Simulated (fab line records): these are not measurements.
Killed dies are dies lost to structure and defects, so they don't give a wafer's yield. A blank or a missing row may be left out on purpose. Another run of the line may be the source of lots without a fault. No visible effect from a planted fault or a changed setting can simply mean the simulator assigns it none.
Comparing a struck lot with a sound one ; flow sky130 ; 38 out of 708 route steps
Sound: wafers L169.2, L169.4, L169.5. Struck: wafer L156.1. (L156.3, L156.6 of the same lot were not struck and are left out.) The cause comes at the end.
At each step with rows: each side's tool, then ch and its chambers, then its first start. Under that, the readings that differ: sound wafers ; struck wafers ; difference of the means ; sigmas: that difference in standard deviations of wafers without a fault.
alike: a reading whose means differ by less than 2 such deviations, as well as words and numbers matching on both sides. not compared: withheld readings; readings where some wafer has no value; bounds like >300 that might hide an equal value; numbers whose values overlap and for which the record gives no deviation.
A row with sigmas, a row that says differs or no value, or rows on one side alone: a step with any of these is where the two part. Non-overlapping numbers with no deviation appear without sigmas and do not part them. A reading missing from all wafers of one side parts the sides only when that side holds two or more wafers.

first, 9 steps without rows for these wafers: SKY_VIA2_SPUTTER_20 (material TiN, target thk 20 nm, time 80 s); SKY_VIA2_CVD_21 (deposits W, target thk 420 nm, time 126.4 s); SKY_VIA2_CMP_24 (polishes, stops on SiO2, t overpolish 20 s, target thk 0 nm); SKY_METAL3_SPUTTER_00 (material Ti, target thk 15 nm, time 10 s); SKY_METAL3_SPUTTER_01 (material TiN, target thk 20 nm, time 16.7 s); SKY_METAL3_SPUTTER_02 (material AlCu, target thk 735 nm, time 39.1 s); SKY_METAL3_SPUTTER_03 (material Ti, target thk 5 nm, time 3.3 s); SKY_METAL3_SPUTTER_04 (material TiN, target thk 70 nm, time 58.3 s); SKY_CAPM_CVD_00 (deposits SiO2, target thk 15.5 nm).
SKY_CAPM_SPUTTER_02: material TiN, target thk 200 nm, time 166.7 s.
  sound: pvd_sputter-04 at day 42 15:41; struck: pvd_sputter-02 at day 39 12:25
reading;sound;struck;difference;sigmas
model.TiN_of_CAPM_SPUTTER_02.thk_nm (nm);195.1 199.5 198.7;144.9;-52.9;
  alike: throttle_valve_pct
SKY_CAPM_RS_MEAS_03: measurement is done with a four-point probe.
  sound: film_metro-01 at day 42 15:49; struck: film_metro-01 at day 39 12:32
reading;sound;struck;difference;sigmas
CAPM_TIN_RS (ohm/sq);7.10 6.94 6.98;9.64;+2.63;+30
SKY_CAPM_THK_MEAS_04: measures by xrf.
  sound: film_metro-01 at day 42 15:55; struck: film_metro-01 at day 39 12:39
reading;sound;struck;difference;sigmas
CAPM_TIN_THK (nm);198.9 203.7 201.8;146.9;-54.6;-20
then, 7 steps without rows for these wafers: SKY_CAPM_DEHYDRATE_05 (time 60 s); SKY_CAPM_HMDS_06 (prime time 60 s); SKY_CAPM_COAT_07 (resist thk 1140 nm); SKY_CAPM_SOFTBAKE_08 (time 60 s); SKY_CAPM_EXPOSE_09 (exposes mask CAPM, target cd 1000 nm); SKY_CAPM_PEB_10; SKY_CAPM_DEVELOP_11 (develop time 60 s).
SKY_CAPM_METAL_ETCH_13: etches TiN in Cl2/BCl3, stops on SiO2, target depth 220 nm, time 62.9 s.
  sound on rie_metal-02 ch 0,1, day 43 14:43; struck on rie_metal-04 ch 1, day 40 13:18
reading;sound;struck;difference;sigmas
oes_product_au (a.u.);0.932 0.943 0.930;0.794;-0.141;-17
throttle_valve_pct (%);21.923 21.905 21.912;22.006;+0.093;+10
  alike: drypump_motor_current_A, mfc_cl2_sccm, rf_fwd_power_W
  not compared: rf_hours_counter_h
then, 16 steps without rows for these wafers: SKY_CAPM_STRIP_14 (strips in O2/N2); SKY_CAPM_STRIP_15 (strips in post etch residue remover, time 1200 s); SKY_CAPM_CLEAN_16 (cleans in IPA, time 180 s); SKY_CAPM_CLEAN_17 (cleans in O3/DIW); SKY_METAL3_DEHYDRATE_05 (time 60 s); SKY_METAL3_HMDS_06 (prime time 60 s); SKY_METAL3_COAT_07 (resist thk 60 nm); SKY_METAL3_COAT_08 (resist thk 1140 nm); SKY_METAL3_SOFTBAKE_09 (time 90 s); SKY_METAL3_EXPOSE_10 (exposes mask MM3, target cd 300 nm); SKY_METAL3_PEB_11; SKY_METAL3_DEVELOP_12 (develop time 60 s); SKY_METAL3_DESCUM_15 (chemistry O2, time 8 s); SKY_METAL3_ETCH_16 (etches BARC in N2/H2, stops on SiO2, time 88.2 s, target depth 60 nm); SKY_METAL3_ETCH_17 (etches SiO2 in C4F8/O2/Ar, stops on TiN, time 3.9 s, target depth 15 nm); SKY_METAL3_METAL_ETCH_18 (etches the open film in Cl2/BCl3, stops on SiO2, target depth 845 nm, time 183.1 s).
SKY_METAL3_STRIP_20: strips in post etch residue remover, time 1200 s.
  sound on wet_bench-01 ch 3, day 44 13:30; struck on wet_bench-03 ch 0, day 41 14:17
reading;sound;struck;difference;sigmas
model.TiN_of_CAPM_SPUTTER_02.thk_nm (nm);194.3 198.6 197.8;144.1;-52.8;
-- the record jumps here: 7 days lie between the struck wafers' starts before and after (it left off in module METAL3 and takes up again in module PAD_OPEN, whose first step shown is number 708 of the route) --
SKY_PAD_OPEN_PROBE_99:
  sound: prober-02 at day 50 14:25; struck: prober-01 at day 48 08:56
reading;sound;struck;difference;sigmas
defect_limited_yield (%);83.7 83.5 81.9;79.3;-3.7;-2
killed_at_contacts;14 29 25;33;+10;+2
killed_dies;80 81 89;102;+19;+2
killed_short;33 28 42;51;+17;+3
sort_bin_3_pad_short (%);1.0 0.6 0.2;1.6;+1.0;+3
sort_bin_6_memory (%);7.1 4.7 6.1;8.3;+2.3;+2
sort_n_pass;412 411 403;390;-19;-2
sort_yield_pct (%);83.7 83.5 81.9;79.3;-3.7;-2
model.etest.cap_mim.plate_ohm_sq;6.156 5.988 6.009;8.323;+2.272;
model.etest.cap_mim.bv_v (V);13.46 14.48 14.36;12.58;-1.52;
model.etest.cap_mim.leak_log10_a_cm2;-8.75 -9.106 -8.989;-8.227;+0.721;
  alike: killed_at_M0_to_M3, killed_at_M4_up, killed_at_front_end, killed_at_other, killed_open, sort_bin_5_function

== WHERE THEY PART ==
At SKY_CAPM_RS_MEAS_03 first; at SKY_PAD_OPEN_PROBE_99 last (within this record only).

WHY: what had been put in by the simulator
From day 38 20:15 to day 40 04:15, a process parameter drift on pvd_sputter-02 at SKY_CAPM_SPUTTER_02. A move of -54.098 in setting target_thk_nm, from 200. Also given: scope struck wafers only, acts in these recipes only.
